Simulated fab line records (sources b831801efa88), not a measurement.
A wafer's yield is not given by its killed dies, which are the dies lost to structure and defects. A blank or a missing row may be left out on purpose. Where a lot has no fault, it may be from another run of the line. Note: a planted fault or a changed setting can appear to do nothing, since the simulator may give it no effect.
Which of the tools did it? + flow sky130 + 18 wafers from 6 lots sampled at 2 of the route's 708 steps

== WHAT THE GAUGES SHOWED, per wafer ==
SKY_VIA4_OVL_MEAS_11.
| lot  | measured     | on         | VIA4_OVL (nm)  |
|------|--------------|------------|----------------|
| L651 | day 43 16:35 | overlay-01 | -0.8 -0.5 -1.5 |
| L650 | day 43 17:53 | overlay-02 | 1.2 -0.3 1.6   |
| L653 | day 44 03:32 | overlay-01 | 3.8 2.6 2.8    |
| L656 | day 45 01:50 | overlay-02 | 0.8 2.6 0.6    |
| L660 | day 46 00:41 | overlay-01 | 2.6 2.9 3.9    |
| L670 | day 48 20:47 | overlay-02 | -0.4 -0.5 0.2  |

== TOOL THAT RAN EACH LOT (tool first, then ch and the chambers of the sampled wafers, then the start) ==
| lot  | SKY_RES_XHIGH_EXPOSE_04             |
|------|-------------------------------------|
| L651 | iline_stepper-01 ch 0, day 27 03:07 |
| L650 | iline_stepper-01 ch 0, day 27 03:44 |
| L653 | iline_stepper-01 ch 0, day 27 19:05 |
| L656 | iline_stepper-02 ch 0, day 28 19:31 |
| L660 | iline_stepper-01 ch 0, day 30 09:05 |
| L670 | iline_stepper-02 ch 0, day 34 05:17 |
- SKY_RES_XHIGH_EXPOSE_04: exposes mask URPM, target cd 1270 nm.

== THE ANSWER, worked out from the rows above alone ==
Rule: the lots themselves supply what counts as usual. Put in order of their means at a reading, lots are off if they are a third of the lots or fewer, leave a main group of 4 or more, and stand apart from it by a gap of 3 or more times the standard deviation of the main group's means; of several such gaps the widest counts. A main group whose means are all the same, to the digits that the tables above print for the reading, isn't used. A lot without any number at a reading at which 4 lots or more have one is off too. The other lots that the step has rows for count as sound.
Nothing can be told from this: no lot is off at any reading shown.

== WHAT HAD BEEN PUT IN BY THE SIMULATOR ==
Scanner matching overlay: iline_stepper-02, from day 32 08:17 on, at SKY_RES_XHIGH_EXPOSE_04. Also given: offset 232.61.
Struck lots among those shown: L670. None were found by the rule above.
